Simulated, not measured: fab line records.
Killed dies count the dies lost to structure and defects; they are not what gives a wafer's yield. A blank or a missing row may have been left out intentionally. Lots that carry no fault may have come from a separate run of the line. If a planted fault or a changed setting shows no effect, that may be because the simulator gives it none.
fab line records ; flow sfq_line
[record] lots = 6; wafers = 18; last_day = 86
route steps=325 shown M1@66 I1@73
lots that met no fault: taken from a fault-free run of the same line
start_h: hours from the record's first day to the start of the lot's first wafer shown ; wait_h: hours since the lot's step before ; " the same as in the row above ; L1.1+2: one row covering several wafers at once ; - no value, or no start given ; * or withheld: withheld ; < > ~ a bound
route shown NAME@n: names a module that has steps shown in the file, with the first one's number in the route ; usual: mean/standard deviation taken from wafers without a fault ; same: alike in all rows ; chamber/n: place in a boat ; sites: the reading at each site ; _std_site: the standard deviation of these ; _edge_site: mean of outer sites minus mean of inner sites ; radius_mm: for every site, how far away it sits from the centre of the wafer ; mask NAME#n: copy n ; behind: the last tool/chamber to shape the wafer ; hold: what put the lot on hold/how long, in hours/how the hold closed ; device: the n, p or np transistor that did not switch ; end of line: at the end of the route, the tests of the same wafers ; for a step that has no rows: nothing shown but its recipe ; killed: at the first sort, the dies lost to defects and structure; wafer yield is something else ; map: dies across one wafer; x = killed, . = not, _ = none there
set.NAME: the setting the step ran with; set.NAME@STEP: the setting that earlier step ran with ; model.NAME: the simulator's own value behind a step, which no gauge read
lots seen at some steps along the route; tables by step, rows by wafer
services: from which hour (start_h, from the record's first day; less than 0 if before it) a tool's chamber was out of use, for how many hours, and why
[[steps]]
[step SFQ_TRILAYER_M1_LITHO_PEB_042]
[recipe] peb_temp_c = 115; peb_time_s = 60; resist = KrF
[step SFQ_TRILAYER_M1_LITHO_DEVELOP_041]
[recipe] time_s = 60; resist = KrF
[step SFQ_M1_OVL_MEAS_911]
[usual] M1_OVL = -2/4.7
lot.wafer;tool;chamber;start_h;wait_h;M1_OVL[nm]
L649.1;overlay-01;-;336.79;0.1;-3
L649.3;overlay-01;-;336.79;0.1;2
L649.5;overlay-01;-;336.79;0.1;0
L659.1;overlay-02;-;420.28;0.1;2
L659.2;overlay-02;-;420.28;0.1;3
L659.5;overlay-02;-;420.28;0.1;1
L660.1;overlay-02;-;425.08;0.1;-1
L660.4;overlay-02;-;425.08;0.1;2
L660.5;overlay-02;-;425.08;0.1;-1
L663.2;overlay-01;-;445.49;0.1;-9
L663.4;overlay-01;-;445.49;0.1;-5
L663.6;overlay-01;-;445.49;0.1;-3
L665.4;overlay-02;-;460.65;0.1;-10
L665.5;overlay-02;-;460.65;0.1;-6
L665.6;overlay-02;-;460.65;0.1;-4
L670.2;overlay-02;-;501.09;0.1;0
L670.4;overlay-02;-;501.09;0.1;0
L670.5;overlay-02;-;501.09;0.1;5
[step SFQ_TRILAYER_M1_BARC_OPEN_METAL_ETCH_054]
[recipe] mask_material = PR; chemistry = O2; target_depth_nm = 125; target = BARC; icp_w = 600; bias_w = 80; pressure_mtorr = 10; time_s = 41.7
[usual] bias_w = 80.04/0.24; chamber_pressure_mTorr = 10.000/0.0097; drypump_motor_current_A = 5.34/0.26; oes_product_au = 0.684/0.0045; rf_fwd_power_W = 593.0/2
[same] time_s = 41.7
lot.wafer;tool;chamber;start_h;wait_h;bias_w;chamber_pressure_mTorr;drypump_motor_current_A;oes_product_au;rf_fwd_power_W;rf_hours_counter_h
L649.1;rie_metal-02;0;336.83;0.0;80.48;9.985;5.51;0.684;594.2;22
L649.3;rie_metal-02;0;336.83;0.0;80.03;10.002;5.50;0.677;592.6;-
L649.5;rie_metal-02;0;336.83;0.0;80.30;9.999;5.49;0.685;593.6;-
L659.1;rie_metal-04;0;420.32;0.0;80.30;10.016;4.90;0.684;594.1;136
L659.2;rie_metal-04;1;420.32;0.0;80.07;9.997;5.46;0.683;592.8;62
L659.5;rie_metal-04;1;420.32;0.0;79.97;9.993;5.46;0.677;593.4;-
L660.1;rie_metal-04;0;425.12;0.0;80.42;10.006;4.88;0.684;591.9;137
L660.4;rie_metal-04;1;425.12;0.0;80.02;9.998;5.44;0.685;590.9;-
L660.5;rie_metal-04;1;425.12;0.0;80.25;10.010;5.45;0.683;594.5;-
L663.2;rie_metal-02;0;445.52;0.0;79.94;10.003;5.48;0.683;597.0;40
L663.4;rie_metal-02;0;445.52;0.0;79.90;9.990;5.48;0.679;593.2;-
L663.6;rie_metal-02;1;445.52;0.0;80.40;10.000;5.67;0.672;592.7;-
L665.4;rie_metal-04;0;460.69;0.0;80.08;9.981;4.90;0.684;594.7;-
L665.5;rie_metal-04;1;460.69;0.0;79.97;10.010;5.47;0.685;592.1;-
L665.6;rie_metal-04;0;460.69;0.0;80.15;10.006;4.91;0.690;592.5;-
L670.2;rie_metal-02;1;501.12;0.0;79.93;10.008;5.70;0.688;591.9;86
L670.4;rie_metal-02;0;501.12;0.0;79.91;10.007;5.47;0.681;595.1;-
L670.5;rie_metal-02;0;501.12;0.0;79.73;9.992;5.48;0.674;594.3;-
[step SFQ_TRILAYER_M1_ETCH_METAL_ETCH_042]
[recipe] target = Nb; stop_on = SiO2; mask_material = PR; chemistry = Cl2/Ar; target_depth_nm = 240; icp_w = 600; bias_w = 80; pressure_mtorr = 10; time_s = 120
[usual] bias_w = 80.02/0.25; chamber_pressure_mTorr = 9.999/0.0084; drypump_motor_current_A = 5.33/0.26; oes_product_au = 0.894/0.0068; rf_fwd_power_W = 596.6/1.7
[same] time_s = 120
lot.wafer;tool;chamber;start_h;wait_h;bias_w;chamber_pressure_mTorr;drypump_motor_current_A;oes_product_au;rf_fwd_power_W;rf_hours_counter_h
L649.1;rie_metal-02;0;336.95;0.1;79.81;10.006;5.47;0.880;598.6;22
L649.3;rie_metal-02;0;336.95;0.1;80.08;9.997;5.46;0.895;599.8;-
L649.5;rie_metal-02;0;336.95;0.1;80.05;9.990;5.47;0.895;599.3;-
L659.1;rie_metal-04;0;420.38;0.0;80.01;10.005;4.92;0.895;599.2;136
L659.2;rie_metal-04;1;420.38;0.0;80.14;9.981;5.46;0.889;595.5;62
L659.5;rie_metal-04;1;420.38;0.0;80.08;9.987;5.44;0.888;595.5;-
L660.1;rie_metal-04;0;425.18;0.0;80.32;10.001;4.88;0.897;594.5;137
L660.4;rie_metal-04;1;425.18;0.0;80.51;9.987;5.45;0.898;595.4;-
L660.5;rie_metal-04;1;425.18;0.0;80.34;10.005;5.46;0.899;594.9;-
L663.2;rie_metal-02;0;445.58;0.0;80.19;10.003;5.47;0.894;600.0;40
L663.4;rie_metal-02;0;445.58;0.0;79.80;9.994;5.46;0.902;597.9;-
L663.6;rie_metal-02;1;445.58;0.0;80.04;10.009;5.67;0.891;595.0;-
L665.4;rie_metal-04;0;460.77;0.1;80.32;10.004;4.87;0.895;599.0;-
L665.5;rie_metal-04;1;460.77;0.1;79.91;10.010;5.46;0.905;596.9;-
L665.6;rie_metal-04;0;460.77;0.1;80.24;9.999;4.89;0.888;597.9;-
L670.2;rie_metal-02;1;501.18;0.0;79.83;9.998;5.68;0.885;594.9;86
L670.4;rie_metal-02;0;501.18;0.0;79.76;9.991;5.49;0.891;597.5;-
L670.5;rie_metal-02;0;501.18;0.0;79.68;10.000;5.48;0.892;597.0;-
[step SFQ_TRILAYER_M1_STRIP_STRIP_043]
[recipe] gas = O2; power_w = 200; platen_temp_c = 40; overash_fraction = 0.65; chemistry = O2; pressure_mtorr = 50
[usual] chamber_pressure_mTorr = 50.00/0.045; drypump_motor_current_A = 5.33/0.27; oes_product_au = 0.997/0.0078
lot.wafer;tool;chamber;start_h;wait_h;chamber_pressure_mTorr;drypump_motor_current_A;oes_product_au;rf_hours_counter_h
L649.1;rie_metal-02;0;337.20;0.2;49.99;5.49;1.010;22
L649.3;rie_metal-02;0;337.20;0.2;50.00;5.49;1.007;-
L649.5;rie_metal-02;0;337.20;0.2;49.94;5.50;1.000;-
L659.1;rie_metal-04;0;420.50;0.1;50.04;4.88;0.996;136
L659.2;rie_metal-04;1;420.50;0.1;50.08;5.47;0.986;62
L659.5;rie_metal-04;1;420.50;0.1;49.94;5.47;0.977;-
L660.1;rie_metal-04;0;425.30;0.1;50.01;4.85;0.998;137
L660.4;rie_metal-04;1;425.30;0.1;49.97;5.45;0.997;-
L660.5;rie_metal-04;1;425.30;0.1;50.04;5.47;0.996;-
L663.2;rie_metal-02;0;445.70;0.1;49.99;5.49;0.995;40
L663.4;rie_metal-02;0;445.70;0.1;50.00;5.47;0.997;-
L663.6;rie_metal-02;1;445.70;0.1;50.01;5.71;0.983;-
L665.4;rie_metal-04;0;461.05;0.2;50.01;4.89;0.991;-
L665.5;rie_metal-04;1;461.05;0.2;49.97;5.46;0.991;-
L665.6;rie_metal-04;0;461.05;0.2;50.03;4.87;0.997;-
L670.2;rie_metal-02;1;501.30;0.1;49.94;5.65;1.001;87
L670.4;rie_metal-02;0;501.30;0.1;50.06;5.50;0.989;-
L670.5;rie_metal-02;0;501.30;0.1;50.02;5.47;0.997;-
[step SFQ_TRILAYER_M1_STRIP_SOLV_CLEAN_044]
[recipe] chemistry = NMP; temp_c = 70; time_s = 600
[step SFQ_TRILAYER_I1_DEP_PECVD_045]
[recipe] material = SiO2; temp_c = 150; time_s = 111.11; pressure_torr = 2.4; rf_w = 183.3; precursor = SiH4/N2O; target_thk_nm = 500
[usual] heater_power_w = 95/19; rf_fwd_power_W = 182.3/0.59; susceptor_temp_C = 150.01/0.14; throttle_valve_pct = 24.7/1.8
[same] time_s = 111.11
lot.wafer;tool;chamber;start_h;wait_h;heater_power_w;rf_fwd_power_W;susceptor_temp_C;throttle_valve_pct
L649.1;pecvd-04;0;338.75;0.0;92;181.7;150.25;27.9
L649.3;pecvd-04;0;338.75;0.0;98;181.8;150.22;27.4
L649.5;pecvd-04;0;338.75;0.0;95;181.5;149.92;27.8
L659.1;pecvd-01;1;421.29;0.0;91;181.9;150.08;22.6
L659.2;pecvd-01;0;421.29;0.0;92;181.5;150.04;23.8
L659.5;pecvd-01;1;421.29;0.0;93;181.7;150.21;22.8
L660.1;pecvd-01;2;426.08;0.0;76;182.3;149.93;24.0
L660.4;pecvd-01;2;426.08;0.0;77;182.2;150.09;24.0
L660.5;pecvd-01;0;426.08;0.0;79;181.1;149.81;23.6
L663.2;pecvd-04;1;446.48;0.0;103;182.7;150.19;25.0
L663.4;pecvd-04;1;446.48;0.0;104;182.6;150.07;24.8
L663.6;pecvd-04;2;446.48;0.0;144;183.8;149.91;28.4
L665.4;pecvd-01;0;461.67;0.0;86;182.2;150.21;23.8
L665.5;pecvd-01;1;461.67;0.0;88;182.7;150.18;22.6
L665.6;pecvd-01;2;461.67;0.0;73;181.9;149.70;24.2
L670.2;pecvd-04;2;502.08;0.0;121;183.0;150.03;28.3
L670.4;pecvd-04;2;502.08;0.0;133;182.9;150.02;28.5
L670.5;pecvd-04;1;502.08;0.0;98;182.0;150.08;24.6
[step SFQ_TRILAYER_I1_CMP_CMP_046]
[recipe] material = SiO2; down_force_psi = 3; platen_rpm = 60; pad_velocity_m_s = 0.94248
[usual] motor_current_A = 9.8/1; time_to_endpoint_s = 215/7.4
lot.wafer;tool;chamber;start_h;wait_h;motor_current_A;time_to_endpoint_s
L649.3;cmp-02;2;340.47;1.6;9.5;227
L649.1;cmp-02;3;340.47;1.6;11.8;226
L649.5;cmp-02;3;342.97;4.1;11.9;229
L659.1;cmp-02;2;432.63;11.3;9.5;208
L659.2;cmp-02;3;432.63;11.3;11.3;213
L659.5;cmp-02;1;434.13;12.8;10.0;211
L660.4;cmp-02;3;439.13;13.0;11.9;210
L660.1;cmp-02;0;439.13;13.0;9.2;200
L660.5;cmp-02;1;439.13;13.0;10.1;211
L663.4;cmp-01;1;454.05;7.5;9.4;215
L663.2;cmp-01;3;455.05;8.5;8.6;216
L663.6;cmp-01;2;456.55;10.0;9.1;217
L665.4;cmp-02;2;471.13;9.4;9.8;217
L665.5;cmp-02;2;473.13;11.4;8.9;209
L665.6;cmp-02;3;473.13;11.4;11.6;216
L670.4;cmp-01;3;508.97;6.8;8.5;220
L670.2;cmp-01;1;509.97;7.9;9.7;212
L670.5;cmp-01;3;510.97;8.8;8.6;231
[step SFQ_I1_BOW_MEAS_912]
[recipe] mode = bow
[usual] I1_BOW = 2/8.7
lot.wafer;tool;chamber;start_h;wait_h;I1_BOW[um]
L649.1;film_metro-01;-;343.47;2.0;0
L649.3;film_metro-01;-;343.47;2.0;-19
L649.5;film_metro-01;-;343.47;2.0;-4
L659.1;film_metro-01;-;435.13;2.0;7
L659.2;film_metro-01;-;435.13;2.0;5
L659.5;film_metro-01;-;435.13;2.0;4
L660.1;film_metro-01;-;441.13;1.0;4
L660.4;film_metro-01;-;441.13;1.0;-13
L660.5;film_metro-01;-;441.13;1.0;-2
L663.2;film_metro-01;-;457.07;1.5;-20
L663.4;film_metro-01;-;457.07;1.5;1
L663.6;film_metro-01;-;457.07;1.5;0
L665.4;film_metro-02;-;474.19;2.6;-7
L665.5;film_metro-02;-;474.19;2.6;-12
L665.6;film_metro-02;-;474.19;2.6;5
L670.2;film_metro-02;-;511.49;1.0;9
L670.4;film_metro-02;-;511.49;1.0;7
L670.5;film_metro-02;-;511.49;1.0;7
[step SFQ_TRILAYER_I1_METRO_MEASURE_047]
[step SFQ_TRILAYER_I1_VIA_LITHO_COAT_054]
[recipe] resist = BARC; spin_rpm = 3000; resist_thk_nm = 62
[step SFQ_TRILAYER_I1_VIA_LITHO_COAT_049]
[recipe] resist = KrF; spin_rpm = 3000; resist_thk_nm = 650
[usual] resist_line_temp_C = 23.00/0.1
lot.wafer;tool;chamber;start_h;wait_h;resist_line_temp_C;model.KrF_of_TRILAYER_I1_VIA_LITHO_COAT_049.thk_nm
L649.1;litho_track-02;0;345.51;0.2;23.07;651.9
L649.3;litho_track-02;0;345.51;0.2;22.99;650.5
L649.5;litho_track-02;0;345.51;0.2;22.92;652.5
L659.1;litho_track-02;0;436.75;0.2;22.87;648.4
L659.2;litho_track-02;0;436.75;0.2;22.73;645.9
L659.5;litho_track-02;0;436.75;0.2;22.82;647
L660.1;litho_track-02;0;442.75;0.2;22.85;576.8
L660.4;litho_track-02;0;442.75;0.2;22.85;576.4
L660.5;litho_track-02;0;442.75;0.2;23.08;650.5
L663.2;litho_track-02;0;458.72;0.2;22.83;646.2
L663.4;litho_track-02;0;458.72;0.2;23.05;574.9
L663.6;litho_track-02;0;458.72;0.2;23.04;647.9
L665.4;litho_track-01;0;475.90;0.2;22.82;652.8
L665.5;litho_track-01;0;475.90;0.2;22.98;651.9
L665.6;litho_track-01;0;475.90;0.2;22.96;652.4
L670.2;litho_track-03;0;513.14;0.2;23.02;651.7
L670.4;litho_track-03;0;513.14;0.2;22.90;651.3
L670.5;litho_track-03;0;513.14;0.2;22.81;649.3
[step SFQ_TRILAYER_I1_VIA_LITHO_SOFTBAKE_053]
[recipe] temp_c = withheld; time_s = withheld; resist = KrF
[step SFQ_TRILAYER_I1_VIA_LITHO_EXPOSE_050]
[recipe] mask_id = I1; na = 0.6; source_shape = conventional; sigma_outer = 0.65; target_cd_nm = 500; dose_mj = 21.3
[step SFQ_TRILAYER_I1_VIA_LITHO_PEB_052]
[recipe] peb_temp_c = 115; peb_time_s = 60; resist = KrF
[step SFQ_TRILAYER_I1_VIA_LITHO_DEVELOP_051]
[recipe] time_s = 60; resist = KrF
[step SFQ_I1_OVL_MEAS_913]
[usual] I1_OVL = -8/5.1
lot.wafer;tool;chamber;start_h;wait_h;I1_OVL[nm]
L649.1;overlay-02;-;381.25;0.1;-8
L649.3;overlay-02;-;381.25;0.1;-8
L649.5;overlay-02;-;381.25;0.1;-8
L659.1;overlay-01;-;477.92;0.1;-1
L659.2;overlay-01;-;477.92;0.1;0
L659.5;overlay-01;-;477.92;0.1;2
L660.1;overlay-02;-;489.24;0.1;-3
L660.4;overlay-02;-;489.24;0.1;-3
L660.5;overlay-02;-;489.24;0.1;-2
L663.2;overlay-01;-;500.04;0.1;-15
L663.4;overlay-01;-;500.04;0.1;-18
L663.6;overlay-01;-;500.04;0.1;-8
L665.4;overlay-02;-;515.66;0.1;-5
L665.5;overlay-02;-;515.66;0.1;-3
L665.6;overlay-02;-;515.66;0.1;-5
L670.2;overlay-02;-;534.84;0.1;-1
L670.4;overlay-02;-;534.84;0.1;3
L670.5;overlay-02;-;534.84;0.1;-6
[step SFQ_TRILAYER_I1_VIA_BARC_OPEN_VIA_ETCH_071]
[recipe] mask_material = PR; chemistry = O2; target_depth_nm = 125; target = BARC; source_w = 500; bias_w = 80; pressure_mtorr = 30; time_s = 41.7
[usual] bias_w = 80.04/0.23; chamber_pressure_mTorr = 30.003/0.029; drypump_motor_current_A = 5.8/0.52; oes_product_au = 0.685/0.0045; rf_fwd_power_W = 495.7/1.6
[same] time_s = 41.7
lot.wafer;tool;chamber;start_h;wait_h;bias_w;chamber_pressure_mTorr;drypump_motor_current_A;oes_product_au;rf_fwd_power_W;rf_hours_counter_h;model.I1.cd_nm
L649.1;rie_diel-03;2;381.28;0.0;80.05;29.990;5.7;0.690;496.3;15;498.2
L649.3;rie_diel-03;3;381.28;0.0;80.01;30.047;4.8;0.691;496.4;16;498.1
L649.5;rie_diel-03;3;381.28;0.0;80.08;30.036;4.8;0.691;499.0;-;497.8
L659.1;rie_diel-01;2;477.96;0.0;80.15;30.057;5.9;0.691;495.5;45;499.2
L659.2;rie_diel-01;0;477.96;0.0;80.07;29.995;5.5;0.686;497.0;70;500.6
L659.5;rie_diel-01;2;477.96;0.0;80.13;30.039;5.9;0.688;495.2;-;500.3
L660.1;rie_diel-04;1;489.27;0.0;79.65;29.959;5.7;0.690;495.0;3;503.6
L660.4;rie_diel-04;0;489.27;0.0;79.84;30.002;6.6;0.682;492.8;5;504.2
L660.5;rie_diel-04;0;489.27;0.0;79.77;29.999;6.6;0.692;490.7;-;500.2
L663.2;rie_diel-03;1;500.07;0.0;80.19;30.012;6.5;0.686;496.8;3;500.6
L663.4;rie_diel-03;1;500.07;0.0;79.75;30.002;6.5;0.683;496.0;-;504.7
L663.6;rie_diel-03;2;500.07;0.0;80.13;30.003;5.7;0.689;496.2;-;500.3
L665.4;rie_diel-03;3;515.69;0.0;80.58;30.031;4.8;0.685;495.9;-;501.2
L665.5;rie_diel-03;1;515.69;0.0;79.92;29.985;6.6;0.688;496.4;-;502
L665.6;rie_diel-03;2;515.69;0.0;80.38;30.008;5.7;0.685;495.0;-;501.9
L670.2;rie_diel-04;1;534.87;0.0;79.72;30.058;5.7;0.678;497.9;3;499.6
L670.4;rie_diel-04;3;534.87;0.0;79.92;30.012;6.2;0.688;494.2;15;499.5
L670.5;rie_diel-04;3;534.87;0.0;80.27;30.035;6.3;0.678;493.8;-;500.1
[step SFQ_TRILAYER_I1_VIA_ETCH_VIA_ETCH_052]
[recipe] target = SiO2; stop_on = Nb; mask_material = PR; taper_deg = 20; chemistry = CHF3; target_depth_nm = 260; source_w = 500; bias_w = 80; pressure_mtorr = 30; time_s = withheld
[usual] bias_w = 79.98/0.23; chamber_pressure_mTorr = 30.001/0.024; drypump_motor_current_A = 5.8/0.52; oes_product_au = 0.855/0.0047; rf_fwd_power_W = 498.4/1.5
lot.wafer;tool;chamber;start_h;wait_h;bias_w;chamber_pressure_mTorr;drypump_motor_current_A;oes_product_au;rf_fwd_power_W;model.KrF_of_TRILAYER_I1_VIA_LITHO_COAT_049.thk_nm;model.I1.cd_nm
L649.1;rie_diel-03;2;381.32;0.0;79.70;30.023;5.7;0.863;497.8;529.3;497.9
L649.3;rie_diel-03;3;381.32;0.0;80.03;29.973;4.7;0.845;497.9;528.7;498.9
L649.5;rie_diel-03;3;381.32;0.0;79.96;29.988;4.8;0.850;497.5;530.1;497.5
L659.1;rie_diel-01;2;478.00;0.0;79.97;29.988;5.9;0.858;497.1;526;498.8
L659.2;rie_diel-01;0;478.00;0.0;79.83;29.978;5.5;0.852;500.7;523.1;501
L659.5;rie_diel-01;2;478.00;0.0;79.76;30.023;5.9;0.852;496.7;524.6;500
L660.1;rie_diel-04;1;489.31;0.0;79.78;30.004;5.7;0.858;498.6;457.1;504.3
L660.4;rie_diel-04;0;489.31;0.0;80.05;29.986;6.5;0.850;499.4;456;502.7
L660.5;rie_diel-04;0;489.31;0.0;79.85;29.999;6.6;0.858;498.1;530.4;499.3
L663.2;rie_diel-03;1;500.11;0.0;80.07;29.984;6.5;0.852;500.4;523.9;499.9
L663.4;rie_diel-03;1;500.11;0.0;80.01;30.009;6.5;0.854;497.9;452.8;504.9
L663.6;rie_diel-03;2;500.11;0.0;80.24;29.986;5.7;0.861;498.4;527;498.7
L665.4;rie_diel-03;3;515.77;0.1;80.20;29.995;4.7;0.852;499.9;531.2;500.3
L665.5;rie_diel-03;1;515.77;0.1;79.98;29.953;6.5;0.858;497.8;529.6;502.8
L665.6;rie_diel-03;2;515.77;0.1;80.15;30.012;5.7;0.859;499.0;530.8;500.1
L670.2;rie_diel-04;1;534.91;0.0;79.76;29.974;5.7;0.856;498.6;531;500.4
L670.4;rie_diel-04;3;534.91;0.0;80.02;30.018;6.3;0.853;496.5;528.8;498.6
L670.5;rie_diel-04;3;534.91;0.0;80.03;30.020;6.2;0.857;498.7;526.6;499.6
[step SFQ_TRILAYER_I1_VIA_STRIP_STRIP_053]
[recipe] gas = O2; power_w = 200; platen_temp_c = 40; overash_fraction = 0.65; chemistry = O2; pressure_mtorr = 50
[[services]]
tool;chamber;start_h;hours;kind
cmp-02;-;314.21;5.8;pm
cmp-02;-;322.09;6.4;repair
rie_metal-02;1;332.00;11.1;repair
rie_metal-04;1;332.29;11.3;repair
rie_metal-02;0;345.60;3.7;repair
rie_diel-03;0;351.20;46.9;repair
rie_diel-03;1;351.87;3.2;repair
rie_diel-03;3;352.98;4.9;repair
cmp-02;-;362.01;2.2;repair
rie_diel-04;1;363.61;22.6;repair
rie_diel-03;3;369.45;1.9;repair
cmp-02;-;370.09;2.0;repair
rie_diel-04;0;371.86;4.1;repair
rie_diel-04;-;375.83;1.6;repair
rie_diel-03;-;394.44;0.7;repair
rie_diel-03;2;398.35;6.5;repair
cmp-02;-;477.13;6.0;pm
rie_diel-03;0;485.96;128.7;repair
rie_diel-03;2;487.33;6.3;repair
rie_diel-03;3;488.42;7.6;repair
rie_metal-04;-;504.65;2.8;pm
rie_diel-04;-;509.47;0.9;repair
cmp-02;-;516.66;1.5;repair
rie_diel-03;-;525.03;1.1;repair
[[key]]
first_sign none at tools or gauges
[model_effect] step = SFQ_TRILAYER_I1_VIA_LITHO_COAT_049; value = KrF_of_TRILAYER_I1_VIA_LITHO_COAT_049.thk_nm; without = 650.7; struck = 576.1
[model_effect] step = SFQ_TRILAYER_I1_VIA_BARC_OPEN_VIA_ETCH_071; value = I1.cd_nm; without = 501; struck = 504.2
[model_effect] step = SFQ_TRILAYER_I1_VIA_ETCH_VIA_ETCH_052; value = KrF_of_TRILAYER_I1_VIA_LITHO_COAT_049.thk_nm; without = 529.9; struck = 455.3
met_at SFQ_TRILAYER_I1_VIA_LITHO_COAT_049
struck_wafers L660.1,L660.4,L663.4
onset_between 436.75 442.75
[fault] kind = process_parameter_drift; tool = litho_track-02; chamber = -; onset_h = 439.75; steps = SFQ_TRILAYER_I1_VIA_LITHO_COAT_049; channel = resist_thk_nm; offset = -74.556; shape = step; end_h = 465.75; scope = struck_wafers_only; acts_in = these_recipes_only; stated = 650
